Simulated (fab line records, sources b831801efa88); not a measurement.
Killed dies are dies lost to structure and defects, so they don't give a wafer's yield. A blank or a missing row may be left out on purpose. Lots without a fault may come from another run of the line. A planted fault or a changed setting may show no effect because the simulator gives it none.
Which tool did it? | flow gf180mcu | 7 lots, 21 wafers sampled, at 1 step of a route of 602

WHAT THE GAUGES READ, wafer by wafer
GF_M5_CD_MEAS_07: target cd 280 nm.
lot  | measured     | on        | cd_nm (nm)
L745 | day 27 01:42 | cd_sem-02 | 276.9 277.8 278.2
L747 | day 28 04:14 | cd_sem-01 | 281.0 280.6 280.2
L753 | day 29 18:15 | cd_sem-01 | 279.3 278.3 279.0
L755 | day 30 11:40 | cd_sem-02 | 281.2 280.3 280.5
L758 | day 31 07:13 | cd_sem-01 | 279.5 279.9 279.4
L759 | day 31 13:51 | cd_sem-02 | 279.4 278.8 278.5
L762 | day 31 19:32 | cd_sem-02 | 280.5 282.2 279.9

WHICH TOOL RAN EACH LOT (tool, then ch and the chambers of the sampled wafers, then the start)
The record holds no process step before these readings.

THE ANSWER, worked out from the rows above alone
Rule: what is usual is taken from the lots themselves. Put in order of their means at a reading, lots are off if they are a third of the lots or fewer, leave a main group of 4 or more, and stand apart from it by a gap of 3 or more times the standard deviation of the main group's means; of several such gaps the widest counts. A main group whose means are all the same, to the digits that the tables above print for the reading, isn't used. A lot without any number at a reading at which 4 lots or more have one is off too. The other lots that the step has rows for count as sound.
No lot is off at any reading shown: from this, nothing can be told.

WHAT THE SIMULATOR HAD PUT IN
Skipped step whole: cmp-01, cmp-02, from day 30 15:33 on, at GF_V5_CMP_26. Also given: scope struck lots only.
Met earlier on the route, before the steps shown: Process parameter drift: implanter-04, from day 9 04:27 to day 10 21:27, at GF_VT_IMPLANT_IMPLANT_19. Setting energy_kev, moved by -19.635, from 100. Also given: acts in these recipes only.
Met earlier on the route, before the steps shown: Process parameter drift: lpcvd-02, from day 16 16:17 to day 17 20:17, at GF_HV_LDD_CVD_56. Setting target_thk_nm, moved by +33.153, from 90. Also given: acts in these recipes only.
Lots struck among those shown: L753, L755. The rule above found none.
